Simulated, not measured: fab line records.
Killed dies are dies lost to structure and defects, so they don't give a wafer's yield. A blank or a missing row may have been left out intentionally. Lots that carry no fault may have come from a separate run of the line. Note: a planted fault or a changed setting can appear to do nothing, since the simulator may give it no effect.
The tool behind it: which one?	flow gf180mcu	42 wafers from 14 lots sampled at 4 of the route's 602 steps

WHAT THE GAUGES READ, wafer by wafer
GF_NSD_OVL_MEAS_08. Usual: NSD_OVL 0.3 nm, standard deviation 1.3.
lot	measured	on	NSD_OVL (nm)	flag
L677	day 13 23:45	overlay-02	-0.1 -0.3 2.2	
L678	day 13 22:02	overlay-01	-0.3 -2.7 -1.8	
L679	day 14 14:54	overlay-02	1.4 2.2 -0.2	
L681	day 15 09:28	overlay-02	0.7 0.9 0.0	
L690	day 18 01:07	overlay-01	3.1 1.3 0.8	
L693	day 19 09:53	overlay-02	1.8 1.4 1.0	
L694	day 19 13:28	overlay-02	-0.8 -0.8 -1.8	
L695	day 19 18:19	overlay-01	-0.5 2.5 0.9	
L696	day 20 09:08	overlay-01	0.1 0.5 -0.3	
L697	day 20 10:40	overlay-02	0.4 -0.6 1.0	
L698	day 20 20:37	overlay-02	-0.9 0.0 0.2	
L699	day 21 04:50	overlay-02	-0.1 1.0 0.0	

GF_V1_THK_MEAS_03. Usual: V1_CVD_02_THK 851 nm, standard deviation 10.
lot	measured	on	V1_CVD_02_THK (nm)	flag
L677	day 17 20:58	film metro-04	837 850 851	
L678	day 17 18:53	film metro-04	843 859 842	
L679	day 18 14:40	film metro-04	855 867 855	
L681	day 19 12:23	film metro-01	850 866 856	
L690	day 22 06:28	film metro-04	836 839 851	
L693	day 23 12:58	film metro-04	863 852 848	
L694	day 23 17:00	film metro-04	857 858 865	
L695	day 23 20:47	film metro-01	841 857 852	
L696	day 24 10:53	film metro-04	848 840 857	
L697	day 24 11:32	film metro-01	835 849 856	
L698	day 24 22:19	film metro-03	849 849 848	
L699	day 25 05:33	film metro-03	853 841 857	

WHICH TOOL RAN EACH LOT (tool, then ch and the chambers of the sampled wafers, then the start)
lot	GF_VT_IMPLANT_DEVELOP_28	GF_M1_SPUTTER_01
L677	litho track-01 ch 0, day 7 04:17	pvd sputter-02, day 16 21:03
L678	litho track-01 ch 0, day 7 09:05	pvd sputter-01, day 16 18:50
L679	litho track-04 ch 0, day 7 16:39	pvd sputter-02, day 17 13:42
L681	litho track-04 ch 0, day 8 06:54	pvd sputter-01, day 18 11:01
L687	litho track-04, day 9 22:14	-
L688	litho track-02, day 10 04:02	-
L690	litho track-04 ch 0, day 10 17:09	pvd sputter-04, day 21 05:50
L693	litho track-01 ch 0, day 11 13:29	pvd sputter-02, day 22 12:25
L694	litho track-04 ch 0, day 11 18:33	pvd sputter-01, day 22 17:17
L695	litho track-04 ch 0, day 11 23:46	pvd sputter-02, day 22 21:15
L696	litho track-02 ch 0, day 12 07:35	pvd sputter-02, day 23 12:02
L697	litho track-01 ch 0, day 12 10:36	pvd sputter-01, day 23 12:23
L698	litho track-04 ch 0, day 12 21:21	pvd sputter-01, day 23 22:47
L699	litho track-01 ch 0, day 13 00:59	pvd sputter-04, day 24 06:14
- GF_VT_IMPLANT_DEVELOP_28: develop time 60 s.
- GF_M1_SPUTTER_01: material TiN, target thk 30 nm, time 25 s.

WHAT THE TOOLS THEMSELVES READ (means of the sampled wafers that have a number; where no wafer has one, the mark that the record gives instead)
GF_VT_IMPLANT_DEVELOP_28. Usual: chill plate temp C 23.00 C, standard deviation 0.1; exhaust pa 45.3 Pa, standard deviation 0.92; resist line temp C 23.02 C, standard deviation 0.12.
lot	tool	chill plate temp C (C)	exhaust pa (Pa)	resist line temp C (C)	flag
L677	litho track-01	23.18	45.6	23.06	
L678	litho track-01	22.96	47.1	22.97	
L679	litho track-04	23.09	45.7	22.98	
L681	litho track-04	22.94	44.5	23.06	
L687	litho track-04	-	-	-	OFF
L688	litho track-02	-	-	-	OFF
L690	litho track-04	22.88	44.8	22.99	
L693	litho track-01	23.02	45.2	22.99	
L694	litho track-04	22.94	44.2	23.08	
L695	litho track-04	22.97	45.1	23.13	
L696	litho track-02	23.07	45.3	23.00	
L697	litho track-01	23.04	44.3	22.94	
L698	litho track-04	22.97	45.8	23.02	
L699	litho track-01	23.16	46.5	23.04	

GF_M1_SPUTTER_01. Usual: 30.0 % for throttle valve pct, sd 1.1.
lot	tool	throttle valve pct (%)	flag
L677	pvd sputter-02	30.0	
L678	pvd sputter-01	29.3	
L679	pvd sputter-02	30.6	
L681	pvd sputter-01	30.1	
L690	pvd sputter-04	30.8	
L693	pvd sputter-02	29.4	
L694	pvd sputter-01	30.0	
L695	pvd sputter-02	29.4	
L696	pvd sputter-02	30.1	
L697	pvd sputter-01	30.1	
L698	pvd sputter-01	29.3	
L699	pvd sputter-04	30.4	

THE ANSWER, worked out from the rows above alone
Rule: take the mean of a lot's wafers that have a number; if it is more than 3 standard deviations from the usual mean, the lot is off. Also off: a lot with no number at a reading for which 4 or more lots have one. Where the step has rows for the other lots, those lots are counted as sound. After the gauges, taken in route order, come the tools' own readings; for these a lot's mean is taken, as printed above. At the first step where some lot is off, the reading lying furthest off is the one used; lots without a number count as furthest.
Off at GF_VT_IMPLANT_DEVELOP_28 (chill plate temp C): L687, L688. Without a number there: L687, L688.
If a tool, at that step or one of the process steps before it, ran each lot that is off and ran no sound lot following the first of them, it fits. Of those tried, none fits.

WHAT THE SIMULATOR PUT IN
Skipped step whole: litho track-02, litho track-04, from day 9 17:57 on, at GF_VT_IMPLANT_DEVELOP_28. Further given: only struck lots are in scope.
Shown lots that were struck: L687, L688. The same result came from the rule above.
